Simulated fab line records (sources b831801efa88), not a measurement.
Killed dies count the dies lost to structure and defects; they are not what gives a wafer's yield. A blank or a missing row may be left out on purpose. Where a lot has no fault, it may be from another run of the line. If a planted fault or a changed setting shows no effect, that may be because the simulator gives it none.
Which tool was responsible? || flow gf180mcu || 11 lots with 33 wafers sampled at 7 steps, on a route of 602 steps

## WHAT THE GAUGES READ, wafer by wafer
GF_M1_RS_MEAS_05: measures by four-point-probe. Usual: for M1_ALCU_RS the level is 0.0696 ohm/sq and the standard deviation is 0.0007.
{"lot": "L151", "measured": "day 16 05:19", "on": "film-metro-02", "M1_ALCU_RS (ohm/sq)": "0.0701 0.0697 0.0698", "flag": ""}
{"lot": "L152", "measured": "day 16 12:49", "on": "film-metro-02", "M1_ALCU_RS (ohm/sq)": "0.0709 0.0702 0.0699", "flag": ""}
{"lot": "L153", "measured": "day 16 22:17", "on": "film-metro-04", "M1_ALCU_RS (ohm/sq)": "0.0689 0.0694 0.0701", "flag": ""}
{"lot": "L158", "measured": "day 18 19:10", "on": "film-metro-02", "M1_ALCU_RS (ohm/sq)": "0.0701 0.0696 0.0696", "flag": ""}
{"lot": "L159", "measured": "day 19 02:04", "on": "film-metro-04", "M1_ALCU_RS (ohm/sq)": "0.0701 0.0697 0.0696", "flag": ""}
{"lot": "L160", "measured": "day 19 11:37", "on": "film-metro-02", "M1_ALCU_RS (ohm/sq)": "0.0691 0.0695 0.0696", "flag": ""}
{"lot": "L164", "measured": "day 20 21:10", "on": "film-metro-03", "M1_ALCU_RS (ohm/sq)": "0.0693 0.0690 0.0686", "flag": ""}
{"lot": "L169", "measured": "day 23 00:22", "on": "film-metro-02", "M1_ALCU_RS (ohm/sq)": "0.0688 0.0684 0.0687", "flag": ""}
{"lot": "L171", "measured": "day 23 17:12", "on": "film-metro-03", "M1_ALCU_RS (ohm/sq)": "0.0703 0.0704 0.0705", "flag": ""}
{"lot": "L172", "measured": "day 24 02:07", "on": "film-metro-04", "M1_ALCU_RS (ohm/sq)": "0.0705 0.0697 0.0696", "flag": ""}
{"lot": "L173", "measured": "day 24 03:33", "on": "film-metro-03", "M1_ALCU_RS (ohm/sq)": "0.0691 0.0688 0.0685", "flag": ""}

GF_M1_THK_MEAS_06: measures by xrf. Usual: for M1_ALCU_THK the level is 455 nm and the standard deviation is 5.5.
{"lot": "L151", "measured": "day 16 05:26", "on": "film-metro-02", "M1_ALCU_THK (nm)": "450 453 451", "flag": ""}
{"lot": "L152", "measured": "day 16 12:55", "on": "film-metro-02", "M1_ALCU_THK (nm)": "447 449 453", "flag": ""}
{"lot": "L153", "measured": "day 16 22:25", "on": "film-metro-04", "M1_ALCU_THK (nm)": "459 459 451", "flag": ""}
{"lot": "L158", "measured": "day 18 19:17", "on": "film-metro-02", "M1_ALCU_THK (nm)": "451 455 454", "flag": ""}
{"lot": "L159", "measured": "day 19 02:11", "on": "film-metro-04", "M1_ALCU_THK (nm)": "451 454 456", "flag": ""}
{"lot": "L160", "measured": "day 19 11:43", "on": "film-metro-02", "M1_ALCU_THK (nm)": "455 456 455", "flag": ""}
{"lot": "L164", "measured": "day 20 21:17", "on": "film-metro-03", "M1_ALCU_THK (nm)": "459 462 463", "flag": ""}
{"lot": "L169", "measured": "day 23 00:29", "on": "film-metro-02", "M1_ALCU_THK (nm)": "461 461 461", "flag": ""}
{"lot": "L171", "measured": "day 23 17:19", "on": "film-metro-03", "M1_ALCU_THK (nm)": "449 451 450", "flag": ""}
{"lot": "L172", "measured": "day 24 02:14", "on": "film-metro-04", "M1_ALCU_THK (nm)": "456 454 458", "flag": ""}
{"lot": "L173", "measured": "day 24 03:39", "on": "film-metro-03", "M1_ALCU_THK (nm)": "460 461 463", "flag": ""}

GF_V1_RS_MEAS_24: measures by four-point-probe. Usual: for V1_W_RS the level is 0.330 ohm/sq and the standard deviation is 0.003.
{"lot": "L151", "measured": "day 18 04:13", "on": "film-metro-01", "V1_W_RS (ohm/sq)": "0.327 0.331 0.334", "flag": ""}
{"lot": "L152", "measured": "day 18 12:17", "on": "film-metro-02", "V1_W_RS (ohm/sq)": "0.330 0.332 0.330", "flag": ""}
{"lot": "L153", "measured": "day 18 22:33", "on": "film-metro-02", "V1_W_RS (ohm/sq)": "0.332 0.328 0.334", "flag": ""}
{"lot": "L158", "measured": "day 20 21:47", "on": "film-metro-02", "V1_W_RS (ohm/sq)": "0.328 0.331 0.325", "flag": ""}
{"lot": "L159", "measured": "day 21 05:13", "on": "film-metro-03", "V1_W_RS (ohm/sq)": "0.330 0.328 0.329", "flag": ""}
{"lot": "L160", "measured": "day 21 13:13", "on": "film-metro-01", "V1_W_RS (ohm/sq)": "0.325 0.332 0.226", "flag": "OFF"}
{"lot": "L164", "measured": "day 22 23:42", "on": "film-metro-02", "V1_W_RS (ohm/sq)": "0.328 0.331 0.224", "flag": "OFF"}
{"lot": "L169", "measured": "day 24 22:52", "on": "film-metro-03", "V1_W_RS (ohm/sq)": "0.328 0.327 0.329", "flag": ""}
{"lot": "L171", "measured": "day 25 15:14", "on": "film-metro-03", "V1_W_RS (ohm/sq)": "0.330 0.326 0.328", "flag": ""}
{"lot": "L172", "measured": "day 25 22:50", "on": "film-metro-02", "V1_W_RS (ohm/sq)": "0.336 0.337 0.330", "flag": ""}
{"lot": "L173", "measured": "day 26 01:41", "on": "film-metro-01", "V1_W_RS (ohm/sq)": "0.334 0.328 0.331", "flag": ""}

GF_V1_THK_MEAS_25: measures by xrf. Usual: for V1_W_THK the level is 345 nm and the standard deviation is 6.6.
{"lot": "L151", "measured": "day 18 04:20", "on": "film-metro-01", "V1_W_THK (nm)": "355 349 346", "flag": ""}
{"lot": "L152", "measured": "day 18 12:23", "on": "film-metro-02", "V1_W_THK (nm)": "340 339 341", "flag": ""}
{"lot": "L153", "measured": "day 18 22:40", "on": "film-metro-02", "V1_W_THK (nm)": "340 346 340", "flag": ""}
{"lot": "L158", "measured": "day 20 21:55", "on": "film-metro-02", "V1_W_THK (nm)": "343 342 346", "flag": ""}
{"lot": "L159", "measured": "day 21 05:20", "on": "film-metro-03", "V1_W_THK (nm)": "338 339 337", "flag": ""}
{"lot": "L160", "measured": "day 21 13:19", "on": "film-metro-01", "V1_W_THK (nm)": "360 353 525", "flag": "OFF"}
{"lot": "L164", "measured": "day 22 23:49", "on": "film-metro-02", "V1_W_THK (nm)": "345 340 500", "flag": "OFF"}
{"lot": "L169", "measured": "day 24 22:59", "on": "film-metro-03", "V1_W_THK (nm)": "340 342 339", "flag": ""}
{"lot": "L171", "measured": "day 25 15:20", "on": "film-metro-03", "V1_W_THK (nm)": "340 342 340", "flag": ""}
{"lot": "L172", "measured": "day 25 22:57", "on": "film-metro-02", "V1_W_THK (nm)": "338 337 344", "flag": ""}
{"lot": "L173", "measured": "day 26 01:47", "on": "film-metro-01", "V1_W_THK (nm)": "347 354 350", "flag": ""}

GF_M2_CD_MEAS_14: the cd target is 280 nm. Usual: 280.2 nm for cd-nm, sd 1.4.
{"lot": "L151", "measured": "day 19 04:38", "on": "cd-sem-02", "cd-nm (nm)": "280.3 280.0 279.4", "flag": ""}
{"lot": "L152", "measured": "day 19 13:08", "on": "cd-sem-02", "cd-nm (nm)": "282.6 281.9 283.4", "flag": ""}
{"lot": "L153", "measured": "day 19 23:08", "on": "cd-sem-01", "cd-nm (nm)": "281.8 284.0 282.3", "flag": ""}
{"lot": "L158", "measured": "day 21 22:14", "on": "cd-sem-02", "cd-nm (nm)": "279.6 280.4 278.4", "flag": ""}
{"lot": "L159", "measured": "day 22 05:17", "on": "cd-sem-01", "cd-nm (nm)": "278.6 279.2 279.4", "flag": ""}
{"lot": "L160", "measured": "day 22 13:26", "on": "cd-sem-02", "cd-nm (nm)": "281.6 281.7 281.0", "flag": ""}
{"lot": "L164", "measured": "day 23 22:32", "on": "cd-sem-01", "cd-nm (nm)": "279.4 279.4 278.5", "flag": ""}
{"lot": "L169", "measured": "day 25 21:20", "on": "cd-sem-02", "cd-nm (nm)": "278.9 278.7 279.6", "flag": ""}
{"lot": "L171", "measured": "day 26 13:01", "on": "cd-sem-01", "cd-nm (nm)": "280.0 280.3 278.8", "flag": ""}
{"lot": "L172", "measured": "day 26 19:47", "on": "cd-sem-01", "cd-nm (nm)": "281.9 281.1 281.2", "flag": ""}
{"lot": "L173", "measured": "day 26 23:38", "on": "cd-sem-02", "cd-nm (nm)": "277.2 278.3 278.1", "flag": ""}

## EACH LOT AND THE TOOL THAT RAN IT (in order: tool; ch and the chambers of the sampled wafers; start)
{"lot": "L151", "GF_V1_CVD_23": "cvd-w-01 ch 0,1, day 18 04:06", "GF_V1_CMP_26": "cmp-01 ch 0,2, day 18 04:26"}
{"lot": "L152", "GF_V1_CVD_23": "cvd-w-01 ch 0,1, day 18 12:11", "GF_V1_CMP_26": "cmp-02 ch 0,1,2, day 18 12:26"}
{"lot": "L153", "GF_V1_CVD_23": "cvd-w-01 ch 0,1, day 18 22:26", "GF_V1_CMP_26": "cmp-01 ch 0,2,3, day 18 22:47"}
{"lot": "L158", "GF_V1_CVD_23": "cvd-w-01 ch 0,1, day 20 21:41", "GF_V1_CMP_26": "cmp-01 ch 0,1,2, day 20 21:58"}
{"lot": "L159", "GF_V1_CVD_23": "cvd-w-01 ch 0,1, day 21 05:06", "GF_V1_CMP_26": "cmp-02 ch 0,2,3, day 21 05:32"}
{"lot": "L160", "GF_V1_CVD_23": "cvd-w-01 ch 0,1, day 21 13:07", "GF_V1_CMP_26": "cmp-02 ch 2,3, day 21 13:25"}
{"lot": "L164", "GF_V1_CVD_23": "cvd-w-01 ch 0,1, day 22 23:35", "GF_V1_CMP_26": "cmp-02 ch 0,1,2, day 22 23:56"}
{"lot": "L169", "GF_V1_CVD_23": "cvd-w-02 ch 0,1, day 24 22:45", "GF_V1_CMP_26": "cmp-02 ch 1,3, day 24 23:32"}
{"lot": "L171", "GF_V1_CVD_23": "cvd-w-01 ch 0,1, day 25 15:06", "GF_V1_CMP_26": "cmp-02 ch 1,3, day 25 15:23"}
{"lot": "L172", "GF_V1_CVD_23": "cvd-w-01 ch 0,1, day 25 22:43", "GF_V1_CMP_26": "cmp-02 ch 0,1,3, day 25 23:01"}
{"lot": "L173", "GF_V1_CVD_23": "cvd-w-01 ch 0,1, day 26 01:34", "GF_V1_CMP_26": "cmp-01 ch 0,1, day 26 01:49"}
- GF_V1_CVD_23: deposits W, target thk 350 nm, time 105.05 s.
- GF_V1_CMP_26: polishes, stops on SiO2, t overpolish 15 s, target thk 0 nm.

## AS READ BY THE TOOLS THEMSELVES (means over the sampled wafers that have a number; for cases with no such wafer, the mark the record gives instead)
GF_V1_CVD_23. Usual: 794 W for heater-power-w, sd 52.
{"lot": "L151", "tool": "cvd-w-01", "heater-power-w (W)": 834, "flag": ""}
{"lot": "L152", "tool": "cvd-w-01", "heater-power-w (W)": 797, "flag": ""}
{"lot": "L153", "tool": "cvd-w-01", "heater-power-w (W)": 826, "flag": ""}
{"lot": "L158", "tool": "cvd-w-01", "heater-power-w (W)": 832, "flag": ""}
{"lot": "L159", "tool": "cvd-w-01", "heater-power-w (W)": 823, "flag": ""}
{"lot": "L160", "tool": "cvd-w-01", "heater-power-w (W)": 798, "flag": ""}
{"lot": "L164", "tool": "cvd-w-01", "heater-power-w (W)": 793, "flag": ""}
{"lot": "L169", "tool": "cvd-w-02", "heater-power-w (W)": 754, "flag": ""}
{"lot": "L171", "tool": "cvd-w-01", "heater-power-w (W)": 845, "flag": ""}
{"lot": "L172", "tool": "cvd-w-01", "heater-power-w (W)": 839, "flag": ""}
{"lot": "L173", "tool": "cvd-w-01", "heater-power-w (W)": 804, "flag": ""}

GF_V1_CMP_26. Usual: motor-current-A 11.3 A, standard deviation 1.5; time-to-endpoint-s 82 s, standard deviation 3.2.
{"lot": "L151", "tool": "cmp-01", "motor-current-A (A)": 10.6, "time-to-endpoint-s (s)": 83, "flag": ""}
{"lot": "L152", "tool": "cmp-02", "motor-current-A (A)": 11.0, "time-to-endpoint-s (s)": 85, "flag": ""}
{"lot": "L153", "tool": "cmp-01", "motor-current-A (A)": 10.1, "time-to-endpoint-s (s)": 84, "flag": ""}
{"lot": "L158", "tool": "cmp-01", "motor-current-A (A)": 10.4, "time-to-endpoint-s (s)": 82, "flag": ""}
{"lot": "L159", "tool": "cmp-02", "motor-current-A (A)": 12.1, "time-to-endpoint-s (s)": 79, "flag": ""}
{"lot": "L160", "tool": "cmp-02", "motor-current-A (A)": 12.5, "time-to-endpoint-s (s)": 96, "flag": "OFF"}
{"lot": "L164", "tool": "cmp-02", "motor-current-A (A)": 10.7, "time-to-endpoint-s (s)": 96, "flag": "OFF"}
{"lot": "L169", "tool": "cmp-02", "motor-current-A (A)": 13.6, "time-to-endpoint-s (s)": 79, "flag": ""}
{"lot": "L171", "tool": "cmp-02", "motor-current-A (A)": 12.3, "time-to-endpoint-s (s)": 84, "flag": ""}
{"lot": "L172", "tool": "cmp-02", "motor-current-A (A)": 12.1, "time-to-endpoint-s (s)": 80, "flag": ""}
{"lot": "L173", "tool": "cmp-01", "motor-current-A (A)": 11.5, "time-to-endpoint-s (s)": 83, "flag": ""}

## THE ANSWER, worked out from the rows above alone
Rule: a lot is off if the mean of its wafers that have a number lies more than 3 standard deviations from the usual mean. Also off: a lot with no number at a reading for which 4 or more lots have one. All remaining lots with rows at the step are treated as sound. First the gauges in route order, then the tools' own readings, where a lot's mean is used as printed above. The first step at which some lot is off is used, and at that step the reading that is off furthest; a lot without a number counts as furthest.
Off: L160, L164, seen at GF_V1_RS_MEAS_24 (V1_W_RS).
A tool fits if, at a process step before that reading, it ran every lot that is off, and no sound lot after the first of them. Not tried: the gauges at GF_V1_RS_MEAS_24; whatever is off there is also off at GF_V1_CMP_26, on other tools, and gauge error can't account for it. None of those tried fits.

## WHAT THE SIMULATOR HAD INSERTED
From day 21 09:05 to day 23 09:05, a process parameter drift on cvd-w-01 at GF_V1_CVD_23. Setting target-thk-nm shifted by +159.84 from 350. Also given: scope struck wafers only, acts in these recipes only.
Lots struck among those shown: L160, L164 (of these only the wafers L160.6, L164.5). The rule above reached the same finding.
